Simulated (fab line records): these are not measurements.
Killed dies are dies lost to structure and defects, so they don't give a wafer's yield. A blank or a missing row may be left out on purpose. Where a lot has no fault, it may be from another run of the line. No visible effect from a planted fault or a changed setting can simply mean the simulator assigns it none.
Chamber matching | flow gf180mcu | GF_V4_ETCH_16 on rie diel-02: 4 sister chambers
The step etches BARC in N2/H2. 4 wafers are shown with their chamber, then 11 later ones without.

EACH WAFER AND ITS CHAMBER
wafer  | chamber | drypump motor current A (A)
L093.1 | 3       | 5.96
L093.2 | 1       | 5.95
L093.3 | 2       | 6.06
L093.4 | 0       | 5.79

WAFERS WHOSE CHAMBER IS MISSING
wafer  | drypump motor current A (A)
L093.5 | 5.94
L093.6 | 6.10
L094.2 | 6.07
L094.4 | 5.93
L094.6 | 5.81
L095.1 | 6.04
L095.2 | 5.81
L095.3 | 5.95
L095.4 | 5.98
L095.5 | 6.06
L095.6 | 5.96

CHAMBER TAKEN BY EACH
wafer  | from the rows above     | in truth
L093.5 | can't be placed: 1 or 3 | 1
L093.6 | 2                       | 2
L094.2 | 2                       | 2
L094.4 | can't be placed: 1 or 3 | 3
L094.6 | 0                       | 0
L095.1 | 2                       | 2
L095.2 | 0                       | 0
L095.3 | can't be placed: 1 or 3 | 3
L095.4 | can't be placed: 3 or 1 | 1
L095.5 | 2                       | 2
L095.6 | can't be placed: 3 or 1 | 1
Correct placement for 6 of the 11. Can't be placed from these rows: 5 (the true chamber is among the candidates in 5). Wrongly placed: 0.
How it was worked out, from the rows above alone: a wafer's distance from a chamber is the root of the sum, over the readings, of the square of ((its reading less the chamber's mean) divided by the reading's scatter). The wafer belongs to the nearest chamber; if the next one is less than 2 further off, it can't be placed. The mean given for a chamber averages the wafers shown for that chamber. The scatter: root of mean squared gap, hidden wafer to nearest shown wafer, with one shown wafer a chamber.
